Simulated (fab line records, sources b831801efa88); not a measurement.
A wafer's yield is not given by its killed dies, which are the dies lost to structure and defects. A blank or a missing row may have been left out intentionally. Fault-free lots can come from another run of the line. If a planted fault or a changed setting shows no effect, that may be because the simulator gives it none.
Matching of chambers :: flow sky130 :: SKY_LI_CONTACT_CMP_02 on cmp-02 has 4 sister chambers
The step polishes PSG. 8 wafers are shown with their chamber, then 7 later ones without.

== WAFERS PAIRED WITH THEIR CHAMBERS ==
wafer: L514.5
chamber: 3
motor current A (A): 12.5
time to endpoint s (s): 32.4

wafer: L514.6
chamber: 0
motor current A (A): 12.5
time to endpoint s (s): 30.7

wafer: L518.1
chamber: 3
motor current A (A): 12.3
time to endpoint s (s): 35.2

wafer: L518.6
chamber: 2
motor current A (A): 13.8
time to endpoint s (s): 33.9

wafer: L519.1
chamber: 2
motor current A (A): 13.9
time to endpoint s (s): 33.5

wafer: L519.5
chamber: 1
motor current A (A): 10.6
time to endpoint s (s): 36.5

wafer: L523.1
chamber: 1
motor current A (A): 10.6
time to endpoint s (s): 40.7

wafer: L523.3
chamber: 0
motor current A (A): 13.1
time to endpoint s (s): 26.2

== WAFERS MISSING THEIR CHAMBER ==
wafer: L523.5
motor current A (A): 13.6
time to endpoint s (s): 29.4

wafer: L527.2
motor current A (A): 12.7
time to endpoint s (s): 30.9

wafer: L527.3
motor current A (A): 12.0
time to endpoint s (s): 30.7

wafer: L527.5
motor current A (A): 12.6
time to endpoint s (s): 28.7

wafer: L532.1
motor current A (A): 13.5
time to endpoint s (s): 33.5

wafer: L532.4
motor current A (A): 10.8
time to endpoint s (s): 32.6

wafer: L532.6
motor current A (A): 13.9
time to endpoint s (s): 30.8

== CHAMBER TAKEN BY EACH ==
wafer: L523.5
from the rows above: can't be placed: 2 or 0
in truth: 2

wafer: L527.2
from the rows above: can't be placed: 0 or 3
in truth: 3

wafer: L527.3
from the rows above: can't be placed: 3 or 0
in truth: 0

wafer: L527.5
from the rows above: can't be placed: 0 or 3
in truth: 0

wafer: L532.1
from the rows above: 2
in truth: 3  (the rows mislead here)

wafer: L532.4
from the rows above: 1
in truth: 1

wafer: L532.6
from the rows above: 2
in truth: 2
2 of 7 placed correctly. Not placeable from these rows: 4 (in 4, the candidates include the true chamber). Placed wrongly: 1.
How it was worked out, from the rows above alone: a wafer's distance from a chamber is the root of the sum, over the readings, of the square of ((its reading less the chamber's mean) divided by the reading's scatter). If the next closest chamber is less than 2 further off than the closest, the wafer can't be placed; otherwise it belongs to the closest. For every chamber, the mean is computed from those of its wafers that are shown. The scatter: take each reading less its chamber's mean, square it, sum over the shown wafers, divide by the number of wafers less the number of chambers, and take the root.
